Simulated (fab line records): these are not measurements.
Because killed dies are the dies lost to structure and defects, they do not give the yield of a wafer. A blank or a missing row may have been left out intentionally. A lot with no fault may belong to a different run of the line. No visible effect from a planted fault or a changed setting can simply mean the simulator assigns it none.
fab line records	flow sky130
record lots=11	wafers=33	last-day=51
route steps=708 shown METAL1@439 VIA1@471 METAL2@485 PAD_OPEN@708
lots with no fault: from the same line, run without faults
start-h: hours from the record's opening day to when the first of the lot's shown wafers began	wait-h: hours from the lot's prior step to this one	" unchanged from the row above	L1.1+2: several wafers, shown together as one row	- value missing, or start not given	* or withheld: withheld	< > ~ a bound
route shown NAME@n: a module of which the file shows steps, and the number in the route of the first	usual: average and standard deviation across the fault-free wafers	same: alike in all rows	chamber/n: place in a boat	sites: the reading at each site	_std_site: how widely they spread, as a standard deviation	_edge_site: mean of outer sites minus mean of inner sites	radius-mm: how far each site lies from the wafer's centre	mask NAME#n: copy n	behind: the last tool/chamber to shape the wafer	hold: why the lot was held/for how many hours/how that ended	device: transistor that didn't switch, given as n, p or np	end of line: the route-end tests of the same wafers	step lacking rows: just its recipe	killed: the dies lost at the first sort to structure and to defects; this is not the yield of the wafer	map: a wafer's dies, marking killed ones x, the rest . and places with no die _
set.NAME: the setting that was run; set.NAME@STEP: the one run at that earlier step	model.NAME: the simulator's own value behind a step, which no gauge read
route steps across a sampled set of lots; one table per step, one row per wafer
services: from which hour (start-h, from the record's first day; less than 0 if before it) a tool's chamber was out of use, for how many hours, and why
## steps
# step SKY_METAL1_RS_MEAS_05
# recipe thk-meas-gauge=four-point-probe	reads=TiN_of_METAL1_SPUTTER_04+Ti_of_METAL1_SPUTTER_03+AlCu_of_METAL1_SPUTTER_02+TiN_of_METAL1_SPUTTER_01+Ti_of_METAL1_SPUTTER_00
# usual METAL1_ALCU_RS=0.1264/0.0012
lot.wafer	tool	chamber	start-h	wait-h	METAL1_ALCU_RS[ohm/sq]
L179.1	film-metro-04	-	763.10	0.0	0.1267
L179.4	"	-	"	"	0.1261
L179.5	"	-	"	"	0.1276
L180.1	film-metro-03	-	766.50	0.0	0.1275
L180.4	"	-	"	"	0.1288
L180.5	"	-	"	"	0.1274
L182.1	film-metro-04	-	779.47	0.0	0.1262
L182.5	"	-	"	"	0.1286
L182.6	"	-	"	"	0.1269
L184.1	film-metro-03	-	799.99	0.0	0.1259
L184.2	"	-	"	"	0.1246
L184.6	"	-	"	"	0.1253
L186.3	film-metro-04	-	812.60	0.1	0.1266
L186.5	"	-	"	"	0.1248
L186.6	"	-	"	"	0.1270
L187.1	film-metro-03	-	814.63	0.0	0.1262
L187.3	"	-	"	"	0.1243
L187.4	"	-	"	"	0.1257
L191.2	film-metro-03	-	841.56	0.0	0.1250
L191.3	"	-	"	"	0.1257
L191.4	"	-	"	"	0.1265
L192.1	film-metro-01	-	861.74	0.0	0.1251
L192.4	"	-	"	"	0.1256
L192.5	"	-	"	"	0.1267
L197.1	film-metro-01	-	911.18	0.0	0.1282
L197.5	"	-	"	"	0.1279
L197.6	"	-	"	"	0.1287
L198.1	film-metro-04	-	917.24	0.0	0.1278
L198.3	"	-	"	"	0.1264
L198.4	"	-	"	"	0.1268
L202.1	film-metro-01	-	929.20	0.0	0.1270
L202.4	"	-	"	"	0.1274
L202.6	"	-	"	"	0.1264
# step SKY_VIA1_OVL_MEAS_13
# usual VIA1_OVL=-3/6.3
lot.wafer	tool	chamber	start-h	wait-h	VIA1_OVL[nm]
L179.1	overlay-02	-	818.79	0.1	-6
L179.4	"	-	"	"	7
L179.5	"	-	"	"	-5
L180.1	overlay-02	-	821.84	0.1	-5
L180.4	"	-	"	"	2
L180.5	"	-	"	"	-4
L182.1	overlay-01	-	835.09	0.1	-5
L182.5	"	-	"	"	-1
L182.6	"	-	"	"	-3
L184.1	overlay-02	-	854.36	0.1	-7
L184.2	"	-	"	"	5
L184.6	"	-	"	"	6
L186.3	overlay-01	-	866.77	0.1	-6
L186.5	"	-	"	"	0
L186.6	"	-	"	"	-6
L187.1	overlay-02	-	868.99	0.1	-9
L187.3	"	-	"	"	0
L187.4	"	-	"	"	6
L191.2	overlay-02	-	895.25	0.1	1
L191.3	"	-	"	"	-10
L191.4	"	-	"	"	-4
L192.1	overlay-02	-	915.99	0.1	-8
L192.4	"	-	"	"	-8
L192.5	"	-	"	"	-5
L197.1	overlay-02	-	963.65	0.1	-14
L197.5	"	-	"	"	-7
L197.6	"	-	"	"	-4
L198.1	overlay-02	-	969.25	0.1	-7
L198.3	"	-	"	"	-13
L198.4	"	-	"	"	-3
L202.1	overlay-02	-	980.52	0.1	7
L202.4	"	-	"	"	-5
L202.6	"	-	"	"	-5
# step SKY_VIA1_CVD_21
# recipe material=W	target-thk-nm=270	time-s=80.902	temp-c=400	pressure-torr=40
# usual chamber-pressure-Torr=40.00/0.092	heater-power-w=800/32
lot.wafer	tool	chamber	start-h	wait-h	chamber-pressure-Torr	heater-power-w
L179.1	cvd-w-01	1	819.56	0.0	40.10	850
L179.4	"	1	"	"	39.93	869
L179.5	"	0	"	"	40.04	804
L180.1	cvd-w-01	1	822.65	0.0	40.11	859
L180.4	"	1	"	"	40.02	860
L180.5	"	0	"	"	39.95	827
L182.1	cvd-w-02	0	835.91	0.0	40.16	811
L182.5	"	0	"	"	39.98	816
L182.6	"	1	"	"	39.94	773
L184.1	cvd-w-02	1	855.14	0.0	40.18	778
L184.2	"	0	"	"	40.17	795
L184.6	"	1	"	"	39.93	769
L186.3	cvd-w-02	1	867.57	0.1	39.96	785
L186.5	"	0	"	"	39.81	787
L186.6	"	1	"	"	40.00	781
L187.1	cvd-w-02	1	869.77	0.0	39.98	768
L187.3	"	1	"	"	40.07	745
L187.4	"	0	"	"	39.95	797
L191.2	cvd-w-02	0	896.03	0.0	53.00	793
L191.3	"	1	"	"	53.11	779
L191.4	"	0	"	"	53.15	792
L192.1	cvd-w-02	0	917.21	0.0	53.08	781
L192.4	"	1	"	"	52.90	777
L192.5	"	1	"	"	53.07	769
L197.1	cvd-w-01	0	964.44	0.0	39.97	818
L197.5	"	1	"	"	40.01	862
L197.6	"	0	"	"	40.00	823
L198.1	cvd-w-01	0	970.06	0.0	40.00	813
L198.3	"	1	"	"	39.87	831
L198.4	"	0	"	"	40.07	821
L202.1	cvd-w-01	1	981.29	0.0	40.08	852
L202.4	"	0	"	"	39.95	793
L202.6	"	0	"	"	39.92	825
# step SKY_VIA1_RS_MEAS_22
# recipe thk-meas-gauge=four-point-probe	reads=W_of_VIA1_CVD_21+TiN_of_VIA1_SPUTTER_20
# usual VIA1_W_RS=0.425/0.008
lot.wafer	tool	chamber	start-h	wait-h	hold	VIA1_W_RS[ohm/sq]
L179.1	film-metro-04	-	819.66	0.1	-	0.429
L179.4	"	-	"	"	-	0.428
L179.5	"	-	"	"	-	0.432
L180.1	film-metro-02	-	822.74	0.1	-	0.426
L180.4	"	-	"	"	-	0.425
L180.5	"	-	"	"	-	0.437
L182.1	film-metro-04	-	836.00	0.1	-	0.429
L182.5	"	-	"	"	-	0.429
L182.6	"	-	"	"	-	0.413
L184.1	film-metro-03	-	855.23	0.1	-	0.421
L184.2	"	-	"	"	-	0.425
L184.6	"	-	"	"	-	0.413
L186.3	film-metro-04	-	867.67	0.1	-	0.420
L186.5	"	-	"	"	-	0.436
L186.6	"	-	"	"	-	0.414
L187.1	film-metro-03	-	869.86	0.1	-	0.414
L187.3	"	-	"	"	-	0.416
L187.4	"	-	"	"	-	0.431
L191.2	film-metro-03	-	896.14	0.1	await-dispo/0.2h/release	0.370
L191.3	"	-	"	"	await-dispo/0.2h/release	0.359
L191.4	"	-	"	"	await-dispo/0.2h/release	0.368
L191.2	film-metro-03	-	896.43	0.3	-	0.370
L191.3	"	-	"	"	-	0.359
L191.4	"	-	"	"	-	0.368
L192.1	film-metro-03	-	917.30	0.1	await-dispo/0.2h/release	0.372
L192.4	"	-	"	"	await-dispo/0.2h/release	0.357
L192.5	"	-	"	"	await-dispo/0.2h/release	0.358
L192.1	film-metro-03	-	917.58	0.3	-	0.373
L192.4	"	-	"	"	-	0.357
L192.5	"	-	"	"	-	0.359
L197.1	film-metro-03	-	964.53	0.1	-	0.432
L197.5	"	-	"	"	-	0.421
L197.6	"	-	"	"	-	0.424
L198.1	film-metro-03	-	970.15	0.1	-	0.433
L198.3	"	-	"	"	-	0.425
L198.4	"	-	"	"	-	0.438
L202.1	film-metro-03	-	981.39	0.1	-	0.429
L202.4	"	-	"	"	-	0.433
L202.6	"	-	"	"	-	0.434
# step SKY_VIA1_THK_MEAS_23
# recipe thk-meas-gauge=xrf	reads=W_of_VIA1_CVD_21
# usual VIA1_W_THK=266/5.3
lot.wafer	tool	chamber	start-h	wait-h	hold	VIA1_W_THK[nm]
L179.1	film-metro-04	-	819.78	0.1	-	265
L179.4	"	-	"	"	-	265
L179.5	"	-	"	"	-	263
L180.1	film-metro-02	-	822.86	0.1	-	265
L180.4	"	-	"	"	-	267
L180.5	"	-	"	"	-	259
L182.1	film-metro-04	-	836.12	0.1	-	266
L182.5	"	-	"	"	-	265
L182.6	"	-	"	"	-	275
L184.1	film-metro-03	-	855.35	0.1	-	264
L184.2	"	-	"	"	-	262
L184.6	"	-	"	"	-	269
L186.3	film-metro-04	-	867.77	0.1	-	269
L186.5	"	-	"	"	-	259
L186.6	"	-	"	"	-	272
L187.1	film-metro-03	-	869.98	0.1	-	270
L187.3	"	-	"	"	-	268
L187.4	"	-	"	"	-	259
L191.2	film-metro-03	-	904.32	7.9	await-dispo/0.2h/release	302
L191.3	"	-	"	"	await-dispo/0.2h/release	311
L191.4	"	-	"	"	await-dispo/0.2h/release	303
L191.2	film-metro-03	-	904.55	0.2	-	301
L191.3	"	-	"	"	-	311
L191.4	"	-	"	"	-	304
L192.1	film-metro-03	-	924.89	7.3	await-dispo/0.2h/release	300
L192.4	"	-	"	"	await-dispo/0.2h/release	314
L192.5	"	-	"	"	await-dispo/0.2h/release	311
L192.1	film-metro-03	-	925.14	0.2	-	301
L192.4	"	-	"	"	-	314
L192.5	"	-	"	"	-	312
L197.1	film-metro-03	-	964.65	0.1	-	261
L197.5	"	-	"	"	-	266
L197.6	"	-	"	"	-	265
L198.1	film-metro-03	-	970.27	0.1	-	260
L198.3	"	-	"	"	-	264
L198.4	"	-	"	"	-	257
L202.1	film-metro-03	-	981.51	0.1	-	263
L202.4	"	-	"	"	-	261
L202.6	"	-	"	"	-	259
# step SKY_METAL2_SPUTTER_02
# recipe material=AlCu	target-thk-nm=250	power-w=10600	time-s=13.3	chamber-pressure-pa=0.4
# usual throttle-valve-pct=29.8/0.87
lot.wafer	tool	chamber	start-h	wait-h	throttle-valve-pct
L179.1	pvd-sputter-04	-	820.18	0.0	30.1
L179.4	"	-	"	"	31.3
L179.5	"	-	"	"	31.2
L180.1	pvd-sputter-04	-	823.27	0.0	31.4
L180.4	"	-	"	"	29.6
L180.5	"	-	"	"	30.6
L182.1	pvd-sputter-04	-	836.53	0.0	30.3
L182.5	"	-	"	"	29.8
L182.6	"	-	"	"	31.2
L184.1	pvd-sputter-01	-	855.76	0.0	28.5
L184.2	"	-	"	"	31.1
L184.6	"	-	"	"	28.6
L186.3	pvd-sputter-02	-	868.16	0.0	29.6
L186.5	"	-	"	"	29.4
L186.6	"	-	"	"	29.5
L187.1	pvd-sputter-02	-	870.67	0.0	30.3
L187.3	"	-	"	"	29.4
L187.4	"	-	"	"	29.3
L191.2	pvd-sputter-01	-	907.68	0.0	28.6
L191.3	"	-	"	"	30.9
L191.4	"	-	"	"	28.8
L192.1	pvd-sputter-04	-	930.41	0.0	28.7
L192.4	"	-	"	"	31.6
L192.5	"	-	"	"	31.3
L197.1	pvd-sputter-01	-	965.35	0.0	30.7
L197.5	"	-	"	"	30.7
L197.6	"	-	"	"	28.7
L198.1	pvd-sputter-02	-	970.68	0.0	29.6
L198.3	"	-	"	"	29.6
L198.4	"	-	"	"	30.5
L202.1	pvd-sputter-01	-	981.92	0.0	31.0
L202.4	"	-	"	"	29.9
L202.6	"	-	"	"	31.0
# step SKY_PAD_OPEN_PROBE_99
# usual defect-limited-yield=82.4/1.8	killed_at_M0_to_M3=43/6.6	killed_at_M4_up=3.1/1.9	killed-at-contacts=24/5.2	killed-at-front-end=16/4.5	killed-at-other=0.4/0.62	killed-dies=87/9	killed-open=48/7	killed-short=39/6.2	sort_bin_3_pad_short=0.9/0.44	sort_bin_5_function=10.3/1.3	sort_bin_6_memory=6.5/1.1	sort-n-pass=405/9	sort-yield-pct=82.4/1.8
# same gross-dies=492	killed-at-back-side=0	sort_bin_4_leakage[%]=0	sort_bin_8_speed[%]=0
lot.wafer	tool	chamber	start-h	wait-h	defect-limited-yield[%]	killed_at_M0_to_M3	killed_at_M4_up	killed-at-contacts	killed-at-front-end	killed-at-other	killed-dies	killed-open	killed-short	sort_bin_3_pad_short[%]	sort_bin_5_function[%]	sort_bin_6_memory[%]	sort-n-pass	sort-yield-pct[%]
L192.1	prober-02	-	1175.38	0.1	80.1	42	3	33	19	1	98	59	38	1.4	9.1	9.3	394	80.1
L192.4	prober-02	-	1175.53	0.2	81.7	50	2	20	18	0	90	44	43	0.8	11.0	6.5	402	81.7
L192.5	prober-02	-	1175.58	0.2	85.2	32	4	19	18	0	73	39	34	0.2	9.6	5.1	419	85.2
# killed by level:class
L192.1 CONTACT:geometric-particle:open=15 VIA2:geometric-particle:open=11 VIA1:geometric-particle:open=9 VIA3:geometric-particle:open=7 CONTACT:geometric-particle:short=7 VIA1:geometric-particle:short=6 FIELD_ISO:geometric-particle:short=5 FIELD_ISO:geometric-particle:open=5
L192.4 METAL1:geometric-particle:short=8 VIA2:geometric-particle:open=8 VIA3:geometric-particle:open=7 CONTACT:geometric-particle:open=7 VIA1:geometric-particle:open=7 VIA3:geometric-particle:short=5 POLY_GATE:geometric-particle:short=4 LI_CONTACT:geometric-particle:open=4
L192.5 CONTACT:geometric-particle:open=10 VIA1:geometric-particle:open=8 VIA3:geometric-particle:open=6 FIELD_ISO:geometric-particle:short=5 METAL2:geometric-particle:short=5 METAL1:geometric-particle:short=4 FIELD_ISO:geometric-particle:open=3 POLY_GATE:geometric-particle:short=3
## services
tool	chamber	start-h	hours	kind
cvd-w-02	-	810.75	6.9	pm
pvd-sputter-01	-	815.64	29.9	repair
pvd-sputter-02	-	819.87	9.2	repair
pvd-sputter-02	-	825.27	1.7	repair
pvd-sputter-04	3	832.59	-	consumable-replace:kit
pvd-sputter-04	3	832.59	18.0	scheduled-down
pvd-sputter-04	3	832.59	18.0	vent-cycle
cvd-w-02	-	851.18	1.1	repair
pvd-sputter-04	-	887.49	4.1	repair
cvd-w-02	-	890.42	2.9	repair
cvd-w-01	-	904.00	14.0	pm
cvd-w-01	0	904.00	14.0	vent-cycle
cvd-w-01	1	904.00	14.0	vent-cycle
cvd-w-01	-	911.56	1.4	repair
cvd-w-01	0	918.00	-	clean
cvd-w-01	1	918.00	-	clean
pvd-sputter-02	3	928.43	-	consumable-replace:kit
pvd-sputter-02	3	928.43	18.0	scheduled-down
pvd-sputter-02	3	928.43	18.0	vent-cycle
pvd-sputter-01	3	971.15	-	consumable-replace:kit
pvd-sputter-01	3	971.15	18.0	scheduled-down
pvd-sputter-01	3	971.15	18.0	vent-cycle
pvd-sputter-02	-	979.68	1.3	repair
## key
first-sign step=SKY_VIA1_CVD_21	reading=chamber-pressure-Torr	direction=up	sigmas=99+	usual=40.00	struck=53.05
effect step=SKY_VIA1_RS_MEAS_22	reading=visit	direction=added
effect step=SKY_VIA1_RS_MEAS_22	reading=VIA1_W_RS	direction=down	sigmas=7.6	usual=0.425	struck=0.364
effect step=SKY_VIA1_THK_MEAS_23	reading=visit	direction=added
effect step=SKY_VIA1_THK_MEAS_23	reading=VIA1_W_THK	direction=up	sigmas=7.7	usual=266	struck=307
met-at SKY_VIA1_CVD_21
struck-lots L191,L192
not-acting-at SKY_METAL1_RS_MEAS_05,SKY_VIA1_OVL_MEAS_13,SKY_METAL2_SPUTTER_02
onset-between 869.77 896.03
fault kind=process-parameter-drift	tool=cvd-w-02	chamber=-	onset-h=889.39	steps=SKY_VIA1_CVD_21	channel=pressure-torr	offset=13.078	shape=step	end-h=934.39	acts-in=these-recipes-only	stated=40
